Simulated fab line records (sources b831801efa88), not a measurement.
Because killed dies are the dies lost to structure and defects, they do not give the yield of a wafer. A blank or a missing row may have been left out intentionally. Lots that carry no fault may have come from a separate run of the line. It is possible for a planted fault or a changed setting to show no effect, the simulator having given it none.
Matching of chambers	flow gf180mcu	GF_STI_ETCH_14 on rie-si-01: 4 sister chambers
The step etches Si in HBr/Cl2/O2, target depth 360 nm, time 102.9 s. 8 wafers are shown with their chamber, then 8 later ones without.

== WAFERS PAIRED WITH THEIR CHAMBERS ==
wafer	chamber	drypump-motor-current-A (A)	oes-product-au (a.u.)
L641.5	0	5.9	0.984
L646.3	3	5.4	0.994
L646.4	2	5.7	0.999
L646.6	2	5.8	0.998
L649.3	1	6.4	0.995
L649.4	3	5.4	1.008
L649.5	1	6.4	0.997
L652.1	0	5.9	1.008

== WAFERS MISSING THEIR CHAMBER ==
wafer	drypump-motor-current-A (A)	oes-product-au (a.u.)
L652.2	5.8	1.007
L652.6	5.9	0.997
L653.2	5.8	1.012
L653.5	6.4	0.984
L653.6	5.9	0.996
L655.3	6.5	0.974
L655.4	5.4	1.000
L655.5	5.7	1.005

== EACH ONE'S CHAMBER ==
wafer	from the rows above	in truth
L652.2	can't be placed: 2 or 0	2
L652.6	0	0
L653.2	can't be placed: 2 or 0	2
L653.5	1	1
L653.6	0	0
L655.3	1	1
L655.4	3	3
L655.5	2	2
6 of 8 placed correctly. Not placeable from these rows: 2 (in 2, the candidates include the true chamber). 0 placed wrongly.
How it was worked out, from the rows above alone: a wafer's distance from a chamber is the root of the sum, over the readings, of the square of ((its reading less the chamber's mean) divided by the reading's scatter). If the next closest chamber is less than 2 further off than the closest, the wafer can't be placed; otherwise it belongs to the closest. For every chamber, the mean is computed from those of its wafers that are shown. The scatter: the root of (the sum of the squares of (reading less its chamber's mean) over the shown wafers, divided by (wafers less chambers)).
